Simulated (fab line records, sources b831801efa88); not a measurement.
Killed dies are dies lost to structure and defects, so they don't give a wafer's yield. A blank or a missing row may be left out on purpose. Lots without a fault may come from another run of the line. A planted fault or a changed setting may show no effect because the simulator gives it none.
fab line records | flow sfq_line
record lots=5 wafers=15 last_day=89
route steps=325 shown M0@30 I0@43 M1@58
lots that met no fault: from a run of the same line without faults
start_h: hours from the record's first day to the start of the lot's first wafer shown | wait_h: hours since the lot's step before | " the same as in the row above | L1.1+2: a row that stands for several wafers | - no value, or no start given | * or withheld: withheld | < > ~ a bound
route shown NAME@n: a module of which the file shows steps, and the number in the route of the first | usual: mean/standard deviation of fault-free wafers | same: alike in all rows | chamber/n: place in a boat | sites: the reading at each site | _std_site: their standard deviation | _edge_site: outer sites' mean less inner sites' | radius_mm: how far each site lies from the wafer's centre | mask NAME#n: copy n | behind: the tool/chamber that last shaped the wafer | hold: why the lot was held/for how many hours/how that ended | device: the transistor (n, p or np) that didn't switch | end of line: the same wafers' tests at the end of the route | a step without rows: its recipe alone | killed: dies lost to structure and defects at the first sort, not the wafer's yield | map: a wafer's dies, x killed, . not, _ none there
set.NAME: the setting as run; set.NAME@STEP: as run at that earlier step | model.NAME: the simulator's own value behind a step, which no gauge read
lots at some steps of the route; a table a step, a row a wafer
services: from which hour (start_h, from the record's first day; less than 0 if before it) a tool's chamber was out of use, for how many hours, and why
## steps
# step SFQ_M0_RS_MEAS_904
# recipe thk_meas_gauge=four-point-probe reads=Nb_of_TRILAYER_M0_DEP_SPUTTER_019
# usual M0_NB_RS=0.891/0.0086
# columns lot.wafer tool chamber start_h wait_h M0_NB_RS[ohm/sq]
L078.2 film_metro-02 - 180.81 0.1 0.888
L078.3 " - " " 0.900
L078.5 " - " " 0.895
L083.3 film_metro-02 - 237.89 0.1 0.889
L083.4 " - " " 0.891
L083.6 " - " " 0.894
L085.2 film_metro-03 - 252.27 0.1 0.905
L085.3 " - " " 0.895
L085.5 " - " " 0.885
L090.1 film_metro-02 - 279.97 0.0 0.889
L090.2 " - " " 0.881
L090.6 " - " " 0.894
L092.1 film_metro-01 - 295.70 0.0 0.895
L092.4 " - " " 0.883
L092.6 " - " " 0.891
# step SFQ_TRILAYER_M0_LITHO_COAT_026
# recipe resist=BARC spin_rpm=3000 resist_thk_nm=62
# columns lot.wafer tool chamber start_h wait_h
L078.2+3+5 litho_track-03 0 181.02 0.1
L083.3+4+6 litho_track-03 0 238.13 0.1
L085.2+3+5 litho_track-02 0 252.48 0.1
L090.1+2+6 litho_track-02 0 280.15 0.1
L092.1+4+6 litho_track-03 0 295.88 0.1
# step SFQ_TRILAYER_M0_LITHO_COAT_021
# recipe resist=KrF spin_rpm=3000 resist_thk_nm=600
# columns lot.wafer tool chamber start_h wait_h
L078.2+3+5 litho_track-03 0 181.32 0.2
L083.3+4+6 litho_track-03 0 238.43 0.2
L085.2+3+5 litho_track-02 0 252.78 0.2
L090.1+2+6 litho_track-02 0 280.45 0.2
L092.1+4+6 litho_track-03 0 296.18 0.2
# step SFQ_TRILAYER_M0_LITHO_SOFTBAKE_025
# recipe temp_c=withheld time_s=withheld resist=KrF
# columns lot.wafer tool chamber start_h wait_h
L078.2+3+5 litho_track-03 0 181.60 0.2
L083.3+4+6 litho_track-03 0 238.68 0.2
L085.2+3+5 litho_track-02 0 253.05 0.2
L090.1+2+6 litho_track-02 0 280.75 0.2
L092.1+4+6 litho_track-03 0 296.48 0.2
# step SFQ_TRILAYER_M0_LITHO_EXPOSE_022
# recipe mask_id=M0 na=0.6 source_shape=conventional sigma_outer=0.65 target_cd_nm=500 dose_mj=14.4
# usual exposure_dose_mJ_cm2=14.402/0.012 focus_offset_nm=0.0/0.51
# columns lot.wafer tool chamber start_h wait_h mask exposure_dose_mJ_cm2 focus_offset_nm
L078.2 krf_scanner-01 0 283.66 - M0#0 14.390 -0.4
L078.3 " 0 " " M0#0 14.370 -0.2
L078.5 " 0 " " M0#0 14.399 0.2
L083.3 krf_scanner-01 0 359.71 - M0#0 14.396 0.6
L083.4 " 0 " " M0#0 14.392 -0.1
L083.6 " 0 " " M0#0 14.387 -0.2
L085.2 krf_scanner-01 0 370.31 - M0#0 14.402 -0.1
L085.3 " 0 " " M0#0 14.401 0.3
L085.5 " 0 " " M0#0 14.384 0.1
L090.1 krf_scanner-02 0 411.04 - M0#0 14.412 -0.1
L090.2 " 0 " " M0#0 14.409 -0.3
L090.6 " 0 " " M0#0 14.416 -0.2
L092.1 krf_scanner-01 0 426.76 - M0#0 14.390 -0.1
L092.4 " 0 " " M0#0 14.385 -0.1
L092.6 " 0 " " M0#0 14.391 0.6
# step SFQ_TRILAYER_M0_LITHO_PEB_024
# recipe peb_temp_c=115 peb_time_s=60 resist=KrF
# usual plate_temp_C=114.97/0.13
# columns lot.wafer tool chamber start_h wait_h plate_temp_C
L078.2 litho_track-03 0 284.69 0.8 115.06
L078.3 " 0 " " 114.94
L078.5 " 0 " " 114.88
L083.3 litho_track-02 0 360.56 0.7 114.98
L083.4 " 0 " " 114.93
L083.6 " 0 " " 115.12
L085.2 litho_track-03 0 371.34 0.8 114.92
L085.3 " 0 " " 114.97
L085.5 " 0 " " 115.04
L090.1 litho_track-01 0 412.24 1.0 114.68
L090.2 " 0 " " 114.72
L090.6 " 0 " " 115.08
L092.1 litho_track-03 0 427.96 1.0 115.17
L092.4 " 0 " " 115.00
L092.6 " 0 " " 115.17
# step SFQ_TRILAYER_M0_LITHO_DEVELOP_023
# recipe time_s=60 resist=KrF
# columns lot.wafer tool chamber start_h wait_h
L078.2+3+5 litho_track-03 0 284.84 0.1
L083.3+4+6 litho_track-02 0 360.71 0.1
L085.2+3+5 litho_track-03 0 371.49 0.1
L090.1+2+6 litho_track-01 0 412.39 0.1
L092.1+4+6 litho_track-03 0 428.11 0.1
# step SFQ_M0_OVL_MEAS_906
# usual M0_OVL=0/4.7
# columns lot.wafer tool chamber start_h wait_h M0_OVL[nm]
L078.2 overlay-02 - 284.97 0.1 -2
L078.3 " - " " 7
L078.5 " - " " 1
L083.3 overlay-01 - 360.82 0.1 -13
L083.4 " - " " -10
L083.6 " - " " -10
L085.2 overlay-02 - 371.62 0.1 -4
L085.3 " - " " -2
L085.5 " - " " -2
L090.1 overlay-01 - 412.54 0.1 4
L090.2 " - " " 6
L090.6 " - " " 4
L092.1 overlay-01 - 428.26 0.1 8
L092.4 " - " " 2
L092.6 " - " " 1
# step SFQ_TRILAYER_M0_BARC_OPEN_METAL_ETCH_031
# recipe mask_material=PR chemistry=O2 target_depth_nm=125 target=BARC icp_w=600 bias_w=80 pressure_mtorr=10 time_s=41.7
# usual drypump_motor_current_A=5.51/0.24 oes_product_au=0.684/0.005
# columns lot.wafer tool chamber start_h wait_h drypump_motor_current_A oes_product_au rf_hours_counter_h
L078.2 rie_metal-04 0 285.00 0.0 5.17 0.692 184
L078.3 " 1 " " 5.33 0.688 -
L078.5 " 1 " " 5.36 0.695 -
L083.3 rie_metal-01 0 360.87 0.0 5.82 0.683 -
L083.4 " 1 " " 5.69 0.692 -
L083.6 " 1 " " 5.70 0.688 -
L085.2 rie_metal-04 1 371.65 0.0 5.32 0.686 165
L085.3 " 0 " " 5.16 0.691 -
L085.5 " 0 " " 5.16 0.686 -
L090.1 rie_metal-03 0 412.57 0.0 5.58 0.690 118
L090.2 " 0 " " 5.54 0.693 -
L090.6 " 0 " " 5.55 0.680 -
L092.1 rie_metal-03 0 428.30 0.0 5.62 0.687 122
L092.4 " 0 " " 5.60 0.683 -
L092.6 " 1 " " 5.32 0.678 -
# step SFQ_TRILAYER_M0_ETCH_METAL_ETCH_024
# recipe target=Nb stop_on=SiO2 mask_material=PR chemistry=Cl2/Ar target_depth_nm=240 icp_w=600 bias_w=80 pressure_mtorr=10 time_s=120
# usual drypump_motor_current_A=5.52/0.24 oes_product_au=0.894/0.0063
# columns lot.wafer tool chamber start_h wait_h drypump_motor_current_A oes_product_au rf_hours_counter_h
L078.2 rie_metal-04 0 285.06 0.0 5.15 0.889 184
L078.3 " 1 " " 5.33 0.894 -
L078.5 " 1 " " 5.34 0.892 -
L083.3 rie_metal-01 0 360.95 0.1 5.81 0.897 -
L083.4 " 1 " " 5.73 0.888 -
L083.6 " 1 " " 5.70 0.895 -
L085.2 rie_metal-04 1 371.71 0.0 5.31 0.885 165
L085.3 " 0 " " 5.17 0.894 -
L085.5 " 0 " " 5.18 0.894 -
L090.1 rie_metal-03 0 412.69 0.1 5.58 0.892 118
L090.2 " 0 " " 5.59 0.899 -
L090.6 " 0 " " 5.58 0.883 -
L092.1 rie_metal-03 0 428.36 0.0 5.61 0.893 122
L092.4 " 0 " " 5.60 0.894 -
L092.6 " 1 " " 5.29 0.893 -
# step SFQ_TRILAYER_M0_STRIP_STRIP_025
# recipe gas=O2 power_w=200 platen_temp_c=40 overash_fraction=0.65 chemistry=O2 pressure_mtorr=50
# usual drypump_motor_current_A=5.52/0.24 oes_product_au=0.998/0.0063
# columns lot.wafer tool chamber start_h wait_h drypump_motor_current_A oes_product_au rf_hours_counter_h
L078.2 rie_metal-04 0 285.18 0.1 5.17 0.999 184
L078.3 " 1 " " 5.32 0.993 -
L078.5 " 1 " " 5.33 0.992 -
L083.3 rie_metal-01 0 361.23 0.2 5.82 0.996 -
L083.4 " 1 " " 5.73 1.002 -
L083.6 " 1 " " 5.74 0.995 -
L085.2 rie_metal-04 1 371.83 0.1 5.36 1.003 165
L085.3 " 0 " " 5.18 0.994 -
L085.5 " 0 " " 5.17 1.001 -
L090.1 rie_metal-03 0 412.94 0.2 5.59 0.990 118
L090.2 " 0 " " 5.59 0.990 -
L090.6 " 0 " " 5.58 1.003 -
L092.1 rie_metal-03 0 428.48 0.1 5.60 1.007 122
L092.4 " 0 " " 5.61 1.011 -
L092.6 " 1 " " 5.35 0.995 -
# step SFQ_TRILAYER_M0_STRIP_SOLV_CLEAN_026
# recipe chemistry=NMP temp_c=70 time_s=600
# columns lot.wafer tool chamber start_h wait_h
L078.2+3+5 wet_bench-02 6,3,7 285.78 0.4
L083.3+4+6 wet_bench-04 4,6,1 361.63 0.2
L085.2+3+5 wet_bench-04 5,0,7 372.43 0.4
L090.1+2+6 wet_bench-02 0,6,5 414.14 1.0
L092.1+4+6 wet_bench-02 7,4,6 429.08 0.4
# step SFQ_TRILAYER_I0_DEP_PECVD_027
# recipe material=SiO2 temp_c=150 time_s=111.11 pressure_torr=2.4 rf_w=183.3 precursor=SiH4/N2O target_thk_nm=500
# usual heater_power_w=88/22 throttle_valve_pct=24.6/1.7
# columns lot.wafer tool chamber start_h wait_h heater_power_w throttle_valve_pct
L078.2 pecvd-03 0 285.96 0.0 66 22.8
L078.3 " 2 " " 110 27.5
L078.5 " 2 " " 112 27.6
L083.3 pecvd-03 0 361.85 0.0 66 22.8
L083.4 " 2 " " 110 27.8
L083.6 " 2 " " 92 27.3
L085.2 pecvd-01 0 372.61 0.0 47 24.2
L085.3 " 1 " " 130 24.5
L085.5 " 0 " " 49 24.5
L090.1 pecvd-03 2 414.32 0.0 109 27.7
L090.2 " 0 " " 64 23.0
L090.6 " 0 " " 68 23.0
L092.1 pecvd-03 0 429.26 0.0 71 22.9
L092.4 " 0 " " 55 22.9
L092.6 " 0 " " 59 23.1
# step SFQ_TRILAYER_I0_CMP_CMP_028
# recipe material=SiO2 down_force_psi=3 platen_rpm=60 pad_velocity_m_s=0.94248
# usual motor_current_A=10.6/0.79 time_to_endpoint_s=214/6.6
# columns lot.wafer tool chamber start_h wait_h motor_current_A time_to_endpoint_s
L078.2 cmp-02 0 287.07 1.1 11.6 211
L078.3 " 1 " " 11.5 215
L078.5 " 3 288.57 2.5 10.6 210
L083.4 cmp-02 1 362.46 0.6 11.6 217
L083.3 " 3 363.54 1.7 11.1 220
L083.6 " 0 " " 11.5 216
L085.2 cmp-01 0 372.69 0.0 11.1 215
L085.3 " 2 373.69 1.0 10.9 207
L085.5 " 1 375.19 2.5 8.5 220
L090.2 cmp-01 0 415.43 1.1 10.9 205
L090.1 " 1 " " 9.0 205
L090.6 " 3 416.93 2.5 10.3 223
L092.1 cmp-02 2 429.37 0.1 10.2 206
L092.4 " 3 " " 10.9 210
L092.6 " 2 431.37 2.0 10.3 208
# step SFQ_I0_BOW_MEAS_907
# recipe mode=bow
# usual I0_BOW=-1/7
# columns lot.wafer tool chamber start_h wait_h I0_BOW[um]
L078.2 film_metro-03 - 289.09 1.5 0
L078.3 " - " " -13
L078.5 " - " " -14
L083.3 film_metro-04 - 365.20 1.1 7
L083.4 " - " " -7
L083.6 " - " " -9
L085.2 film_metro-04 - 375.71 2.5 4
L085.3 " - " " -10
L085.5 " - " " -7
L090.1 film_metro-01 - 417.43 1.0 8
L090.2 " - " " 14
L090.6 " - " " -6
L092.1 film_metro-03 - 432.37 2.5 7
L092.4 " - " " 9
L092.6 " - " " 4
# step SFQ_TRILAYER_I0_METRO_MEASURE_029
# usual thk_nm=199.7/0.93
# columns lot.wafer tool chamber start_h wait_h thk_nm
L078.2 film_metro-03 - 289.39 0.3 200.1
L078.3 " - " " 199.6
L078.5 " - " " 200.7
L083.3 film_metro-04 - 365.68 0.5 200.5
L083.4 " - " " 199.8
L083.6 " - " " 199.4
L085.2 film_metro-04 - 376.01 0.3 200.2
L085.3 " - " " 198.3
L085.5 " - " " 199.1
L090.1 film_metro-01 - 417.55 0.1 198.5
L090.2 " - " " 200.0
L090.6 " - " " 200.0
L092.1 film_metro-03 - 432.49 0.1 201.1
L092.4 " - " " 200.3
L092.6 " - " " 200.5
# step SFQ_TRILAYER_I0_VIA_LITHO_COAT_036
# recipe resist=BARC spin_rpm=3000 resist_thk_nm=62
# columns lot.wafer tool chamber start_h wait_h
L078.2+3+5 litho_track-04 0 290.44 0.8
L083.3+4+6 litho_track-04 0 366.58 0.7
L085.2+3+5 litho_track-04 0 377.06 0.8
L090.1+2+6 litho_track-03 0 418.75 1.0
L092.1+4+6 litho_track-02 0 433.69 1.0
# step SFQ_TRILAYER_I0_VIA_LITHO_COAT_031
# recipe resist=KrF spin_rpm=3000 resist_thk_nm=650
# columns lot.wafer tool chamber start_h wait_h
L078.2+3+5 litho_track-04 0 290.74 0.2
L083.3+4+6 litho_track-04 0 366.88 0.2
L085.2+3+5 litho_track-04 0 377.36 0.2
L090.1+2+6 litho_track-03 0 419.05 0.2
L092.1+4+6 litho_track-02 0 433.99 0.2
# step SFQ_TRILAYER_I0_VIA_LITHO_SOFTBAKE_035
# recipe temp_c=withheld time_s=withheld resist=KrF
# columns lot.wafer tool chamber start_h wait_h
L078.2+3+5 litho_track-04 0 291.02 0.2
L083.3+4+6 litho_track-04 0 367.13 0.2
L085.2+3+5 litho_track-04 0 377.63 0.2
L090.1+2+6 litho_track-03 0 419.35 0.2
L092.1+4+6 litho_track-02 0 434.29 0.2
# step SFQ_TRILAYER_I0_VIA_LITHO_EXPOSE_032
# recipe mask_id=I0 na=0.6 source_shape=conventional sigma_outer=0.65 target_cd_nm=500 dose_mj=21.3
# usual exposure_dose_mJ_cm2=21.304/0.021 focus_offset_nm=0.0/0.6
# columns lot.wafer tool chamber start_h wait_h mask exposure_dose_mJ_cm2 focus_offset_nm
L078.2 krf_scanner-02 0 420.84 - I0#0 21.310 0.4
L078.3 " 0 " " I0#0 21.306 0.2
L078.5 " 0 " " I0#0 21.290 0.4
L083.3 krf_scanner-01 0 521.55 - I0#0 21.323 -1.3
L083.4 " 0 " " I0#0 21.294 -0.4
L083.6 " 0 " " I0#0 21.303 -1.3
L085.2 krf_scanner-01 0 534.98 - I0#0 21.307 0.0
L085.3 " 0 " " I0#0 21.309 -1.3
L085.5 " 0 " " I0#0 21.296 -0.2
L090.1 krf_scanner-02 0 586.28 - I0#0 21.288 -0.5
L090.2 " 0 " " I0#0 21.292 -0.4
L090.6 " 0 " " I0#0 21.249 0.4
L092.1 krf_scanner-01 0 593.60 - I0#0 21.298 0.0
L092.4 " 0 " " I0#0 21.305 0.8
L092.6 " 0 " " I0#0 21.303 1.1
# step SFQ_TRILAYER_I0_VIA_LITHO_PEB_034
# recipe peb_temp_c=115 peb_time_s=60 resist=KrF
# usual plate_temp_C=114.99/0.13
# columns lot.wafer tool chamber start_h wait_h plate_temp_C
L078.2 litho_track-02 0 421.86 0.8 114.85
L078.3 " 0 " " 114.69
L078.5 " 0 " " 114.86
L083.3 litho_track-02 0 522.40 0.7 115.04
L083.4 " 0 " " 114.99
L083.6 " 0 " " 114.84
L085.2 litho_track-03 0 536.01 0.8 114.95
L085.3 " 0 " " 114.93
L085.5 " 0 " " 114.92
L090.1 litho_track-02 0 587.48 1.0 115.18
L090.2 " 0 " " 115.18
L090.6 " 0 " " 114.91
L092.1 litho_track-02 0 594.80 1.0 114.85
L092.4 " 0 " " 114.89
L092.6 " 0 " " 114.85
# step SFQ_TRILAYER_I0_VIA_LITHO_DEVELOP_033
# recipe time_s=60 resist=KrF
# columns lot.wafer tool chamber start_h wait_h
L078.2+3+5 litho_track-02 0 422.01 0.1
L083.3+4+6 litho_track-02 0 522.55 0.1
L085.2+3+5 litho_track-03 0 536.16 0.1
L090.1+2+6 litho_track-02 0 587.63 0.1
L092.1+4+6 litho_track-02 0 594.95 0.1
# step SFQ_I0_OVL_MEAS_908
# usual I0_OVL=2/4.4
# columns lot.wafer tool chamber start_h wait_h I0_OVL[nm]
L078.2 overlay-02 - 422.14 0.1 2
L078.3 " - " " 1
L078.5 " - " " 8
L083.3 overlay-01 - 522.67 0.1 5
L083.4 " - " " 1
L083.6 " - " " 4
L085.2 overlay-01 - 536.29 0.1 4
L085.3 " - " " 2
L085.5 " - " " 6
L090.1 overlay-02 - 587.78 0.1 4
L090.2 " - " " 0
L090.6 " - " " 0
L092.1 overlay-01 - 595.10 0.1 1
L092.4 " - " " -6
L092.6 " - " " -7
# step SFQ_TRILAYER_I0_VIA_BARC_OPEN_VIA_ETCH_046
# recipe mask_material=PR chemistry=O2 target_depth_nm=125 target=BARC source_w=500 bias_w=80 pressure_mtorr=30 time_s=41.7
# usual drypump_motor_current_A=6.0/0.41 oes_product_au=0.684/0.0047
# columns lot.wafer tool chamber start_h wait_h drypump_motor_current_A oes_product_au rf_hours_counter_h
L078.2 rie_diel-04 0 422.17 0.0 5.8 0.691 2
L078.3 " 1 " " 6.0 0.677 76
L078.5 " 2 " " 5.1 0.690 -
L083.3 rie_diel-01 0 522.69 0.0 5.6 0.680 84
L083.4 " 3 " " 6.3 0.681 1
L083.6 " 0 " " 5.6 0.677 -
L085.2 rie_diel-01 1 536.32 0.0 6.7 0.687 1
L085.3 " 2 " " 5.9 0.683 3
L085.5 " 3 " " 6.4 0.688 -
L090.1 rie_diel-04 2 587.82 0.0 5.1 0.683 10
L090.2 " 1 " " 6.0 0.686 78
L090.6 " 0 " " 5.8 0.690 -
L092.1 rie_diel-04 0 595.14 0.0 5.8 0.679 3
L092.4 " 2 " " 5.1 0.685 10
L092.6 " 1 " " 6.0 0.685 -
# step SFQ_TRILAYER_I0_VIA_ETCH_VIA_ETCH_034
# recipe target=SiO2 stop_on=Nb mask_material=PR taper_deg=20 chemistry=CHF3 target_depth_nm=260 source_w=500 bias_w=80 pressure_mtorr=30 time_s=withheld
# usual drypump_motor_current_A=6.0/0.41 oes_product_au=0.853/0.0054
# columns lot.wafer tool chamber start_h wait_h drypump_motor_current_A oes_product_au
L078.2 rie_diel-04 0 422.21 0.0 5.8 0.846
L078.3 " 1 " " 6.1 0.854
L078.5 " 2 " " 5.1 0.861
L083.3 rie_diel-01 0 522.73 0.0 5.6 0.843
L083.4 " 3 " " 6.4 0.854
L083.6 " 0 " " 5.6 0.855
L085.2 rie_diel-01 1 536.36 0.0 6.7 0.864
L085.3 " 2 " " 5.9 0.847
L085.5 " 3 " " 6.4 0.847
L090.1 rie_diel-04 2 587.86 0.0 5.1 0.847
L090.2 " 1 " " 6.1 0.855
L090.6 " 0 " " 5.8 0.851
L092.1 rie_diel-04 0 595.18 0.0 5.8 0.860
L092.4 " 2 " " 5.1 0.850
L092.6 " 1 " " 6.1 0.850
# step SFQ_TRILAYER_I0_VIA_STRIP_STRIP_035
# recipe gas=O2 power_w=200 platen_temp_c=40 overash_fraction=0.65 chemistry=O2 pressure_mtorr=50
# usual drypump_motor_current_A=5.56/0.29 oes_product_au=1.000/0.0068
# columns lot.wafer tool chamber start_h wait_h drypump_motor_current_A oes_product_au rf_hours_counter_h
L078.2 rie_metal-03 0 422.52 - 5.58 1.014 -
L078.3 " 0 " " 5.58 1.008 -
L078.5 " 0 " " 5.59 1.014 -
L083.3 rie_metal-02 0 523.04 - 6.00 0.994 -
L083.4 " 1 " " 5.77 1.005 -
L083.6 " 1 " " 5.77 0.996 -
L085.2 rie_metal-04 1 536.47 - 5.32 0.997 12
L085.3 " 0 " " 5.16 0.986 -
L085.5 " 1 " " 5.31 0.992 -
L090.1 rie_metal-04 0 587.97 - 5.18 1.004 31
L090.2 " 1 " " 5.33 1.007 18
L090.6 " 1 " " 5.35 1.001 -
L092.1 rie_metal-03 0 595.29 - 5.58 0.999 4
L092.4 " 0 " " 5.59 0.994 -
L092.6 " 0 " " 5.59 1.001 -
# step SFQ_TRILAYER_I0_VIA_STRIP_SOLV_CLEAN_036
# recipe chemistry=NMP temp_c=70 time_s=600
# columns lot.wafer tool chamber start_h wait_h
L078.2+3+5 wet_bench-03 3,0,7 423.52 0.8
L083.3+4+6 wet_bench-03 5,0,3 523.44 0.2
L085.2+3+5 wet_bench-04 1,6,2 537.07 0.4
L090.1+2+6 wet_bench-03 2,4,5 588.57 0.4
L092.1+4+6 wet_bench-03 4,1,7 595.89 0.4
# step SFQ_TRILAYER_M1_DEP_PRE_CLEAN_038
# recipe gas=Ar time_s=22.5 bias_v=250
# columns lot.wafer tool chamber start_h wait_h
L078.2+3+5 pvd_sputter-03 - 423.70 0.0
L083.3+4+6 pvd_sputter-04 - 523.62 0.0
L085.2+3+5 pvd_sputter-04 - 537.26 0.0
L090.1+2+6 pvd_sputter-03 - 588.76 0.0
L092.1+4+6 pvd_sputter-03 - 596.08 0.0
# step SFQ_TRILAYER_M1_DEP_SPUTTER_037
# recipe material=Nb base_pressure_pa=1.33e-06 chamber_pressure_pa=0.1333 substrate_temp_c=20 resputter_cathode_voltage_v=400 target_thk_nm=200 power_w=2000 time_s=133.3
# usual throttle_valve_pct=30.0/0.97
# columns lot.wafer tool chamber start_h wait_h throttle_valve_pct
L078.2 pvd_sputter-03 - 423.73 0.0 31.1
L078.3 " - " " 32.0
L078.5 " - " " 29.5
L083.3 pvd_sputter-04 - 523.65 0.0 29.3
L083.4 " - " " 30.6
L083.6 " - " " 29.0
L085.2 pvd_sputter-04 - 537.29 0.0 30.7
L085.3 " - " " 29.0
L085.5 " - " " 29.1
L090.1 pvd_sputter-03 - 588.79 0.0 29.7
L090.2 " - " " 31.9
L090.6 " - " " 29.6
L092.1 pvd_sputter-03 - 596.11 0.0 29.4
L092.4 " - " " 29.6
L092.6 " - " " 29.6
# step SFQ_M1_RS_MEAS_909
# recipe thk_meas_gauge=four-point-probe reads=Nb_of_TRILAYER_M1_DEP_SPUTTER_037
# usual M1_NB_RS=0.893/0.0096
# columns lot.wafer tool chamber start_h wait_h M1_NB_RS[ohm/sq]
L078.2 film_metro-02 - 423.84 0.1 0.897
L078.3 " - " " 0.898
L078.5 " - " " 0.905
L083.3 film_metro-02 - 523.78 0.1 0.888
L083.4 " - " " 0.895
L083.6 " - " " 0.892
L085.2 film_metro-04 - 537.40 0.1 0.894
L085.3 " - " " 0.886
L085.5 " - " " 0.888
L090.1 film_metro-01 - 588.88 0.0 0.884
L090.2 " - " " 0.881
L090.6 " - " " 0.883
L092.1 film_metro-04 - 596.20 0.0 0.911
L092.4 " - " " 0.901
L092.6 " - " " 0.907
# step SFQ_TRILAYER_M1_LITHO_COAT_044
# recipe resist=BARC spin_rpm=3000 resist_thk_nm=62
# columns lot.wafer tool chamber start_h wait_h
L078.2+3+5 litho_track-02 0 424.05 0.1
L083.3+4+6 litho_track-02 0 524.02 0.1
L085.2+3+5 litho_track-04 0 537.61 0.1
L090.1+2+6 litho_track-01 0 589.06 0.1
L092.1+4+6 litho_track-02 0 596.38 0.1
# step SFQ_TRILAYER_M1_LITHO_COAT_039
# recipe resist=KrF spin_rpm=3000 resist_thk_nm=600
# columns lot.wafer tool chamber start_h wait_h
L078.2+3+5 litho_track-02 0 424.35 0.2
L083.3+4+6 litho_track-02 0 524.32 0.2
L085.2+3+5 litho_track-04 0 537.91 0.2
L090.1+2+6 litho_track-01 0 589.36 0.2
L092.1+4+6 litho_track-02 0 596.68 0.2
# step SFQ_TRILAYER_M1_LITHO_SOFTBAKE_043
# recipe temp_c=withheld time_s=withheld resist=KrF
# columns lot.wafer tool chamber start_h wait_h
L078.2+3+5 litho_track-02 0 424.62 0.2
L083.3+4+6 litho_track-02 0 524.57 0.2
L085.2+3+5 litho_track-04 0 538.19 0.2
L090.1+2+6 litho_track-01 0 589.66 0.2
L092.1+4+6 litho_track-02 0 596.98 0.2
# step SFQ_TRILAYER_M1_LITHO_EXPOSE_040
# recipe mask_id=M1 na=0.6 source_shape=conventional sigma_outer=0.65 target_cd_nm=500 dose_mj=14.4
# usual exposure_dose_mJ_cm2=14.400/0.013 focus_offset_nm=0.1/0.54
# columns lot.wafer tool chamber start_h wait_h mask exposure_dose_mJ_cm2 focus_offset_nm
L078.2 krf_scanner-01 0 595.00 - M1#0 14.399 0.7
L078.3 " 0 " " M1#0 14.409 0.5
L078.5 " 0 " " M1#0 14.388 -0.4
L083.3 krf_scanner-01 0 683.63 - M1#0 14.374 0.0
L083.4 " 0 " " M1#0 14.395 0.8
L083.6 " 0 " " M1#0 14.396 0.0
L085.2 krf_scanner-01 0 695.43 - M1#0 14.375 0.3
L085.3 " 0 " " M1#0 14.374 0.3
L085.5 " 0 " " M1#0 14.423 0.7
L090.1 krf_scanner-01 0 733.63 - M1#0 14.395 -0.1
L090.2 " 0 " " M1#0 14.397 0.8
L090.6 " 0 " " M1#0 14.416 -0.1
L092.1 krf_scanner-01 0 740.83 - M1#0 14.396 0.1
L092.4 " 0 " " M1#0 14.423 0.2
L092.6 " 0 " " M1#0 14.368 -0.2
# step SFQ_TRILAYER_M1_LITHO_PEB_042
# recipe peb_temp_c=115 peb_time_s=60 resist=KrF
# usual plate_temp_C=115.03/0.13
# columns lot.wafer tool chamber start_h wait_h plate_temp_C
L078.2 litho_track-01 0 596.03 0.8 114.98
L078.3 " 0 " " 115.06
L078.5 " 0 " " 115.00
L083.3 litho_track-04 0 684.48 0.7 114.90
L083.4 " 0 " " 114.87
L083.6 " 0 " " 114.84
L085.2 litho_track-02 0 696.45 0.8 115.15
L085.3 " 0 " " 115.09
L085.5 " 0 " " 115.13
L090.1 litho_track-01 0 734.83 1.0 115.25
L090.2 " 0 " " 115.19
L090.6 " 0 " " 115.04
L092.1 litho_track-02 0 742.03 1.0 114.99
L092.4 " 0 " " 115.03
L092.6 " 0 " " 114.92
# step SFQ_TRILAYER_M1_LITHO_DEVELOP_041
# recipe time_s=60 resist=KrF
# columns lot.wafer tool chamber start_h wait_h
L078.2+3+5 litho_track-01 0 596.18 0.1
L083.3+4+6 litho_track-04 0 684.63 0.1
L085.2+3+5 litho_track-02 0 696.60 0.1
L090.1+2+6 litho_track-01 0 734.98 0.1
L092.1+4+6 litho_track-02 0 742.18 0.1
# step SFQ_M1_OVL_MEAS_911
# usual M1_OVL=-1/6.5
# columns lot.wafer tool chamber start_h wait_h M1_OVL[nm]
L078.2 overlay-02 - 596.31 0.1 6
L078.3 " - " " 5
L078.5 " - " " 8
L083.3 overlay-02 - 684.74 0.1 -4
L083.4 " - " " -4
L083.6 " - " " 1
L085.2 overlay-01 - 696.74 0.1 -5
L085.3 " - " " -6
L085.5 " - " " -8
L090.1 overlay-01 - 735.13 0.1 1
L090.2 " - " " 5
L090.6 " - " " 9
L092.1 overlay-01 - 742.33 0.1 -8
L092.4 " - " " -6
L092.6 " - " " 0
# step SFQ_TRILAYER_M1_BARC_OPEN_METAL_ETCH_054
# recipe mask_material=PR chemistry=O2 target_depth_nm=125 target=BARC icp_w=600 bias_w=80 pressure_mtorr=10 time_s=41.7
# usual drypump_motor_current_A=5.65/0.27 oes_product_au=0.685/0.0044
# columns lot.wafer tool chamber start_h wait_h drypump_motor_current_A oes_product_au rf_hours_counter_h
L078.2 rie_metal-04 1 596.34 0.0 5.33 0.681 19
L078.3 " 1 " " 5.34 0.682 -
L078.5 " 1 " " 5.35 0.681 -
L083.3 rie_metal-01 0 684.79 0.0 5.78 0.684 -
L083.4 " 1 " " 5.71 0.682 -
L083.6 " 0 " " 5.79 0.682 -
L085.2 rie_metal-04 1 696.77 0.0 5.33 0.684 31
L085.3 " 0 " " 5.16 0.690 -
L085.5 " 1 " " 5.35 0.682 -
L090.1 rie_metal-04 1 735.17 0.0 5.31 0.682 37
L090.2 " 0 " " 5.17 0.683 51
L090.6 " 0 " " 5.16 0.688 -
L092.1 rie_metal-01 0 742.37 0.0 5.84 0.683 137
L092.4 " 0 " " 5.82 0.679 -
L092.6 " 0 " " 5.83 0.684 -
## services
# columns tool chamber start_h hours kind
rie_metal-04 1 162.01 14.4 repair
krf_scanner-01 - 183.19 4.0 pm
krf_scanner-01 - 195.84 0.3 repair
krf_scanner-01 - 214.81 1.3 pm
krf_scanner-01 - 225.74 0.2 repair
krf_scanner-01 - 288.26 0.8 pm
krf_scanner-01 - 307.01 1.0 pm
rie_metal-03 1 317.69 13.7 repair
krf_scanner-01 - 356.71 0.8 repair
krf_scanner-01 - 391.71 1.3 pm
rie_metal-03 1 406.40 17.8 repair
rie_metal-04 - 418.60 14.6 pm
krf_scanner-01 - 434.36 3.5 repair
krf_scanner-01 - 443.82 2.6 repair
krf_scanner-01 - 446.40 0.8 pm
krf_scanner-01 - 475.18 1.0 pm
krf_scanner-01 - 529.79 2.6 repair
krf_scanner-01 - 567.18 1.3 pm
krf_scanner-01 - 574.29 2.4 repair
rie_metal-04 - 579.00 0.1 repair
krf_scanner-01 - 614.00 0.8 pm
krf_scanner-01 - 643.85 1.0 pm
krf_scanner-01 - 652.37 4.4 pm
rie_metal-03 - 714.97 14.6 pm
## key
fault none
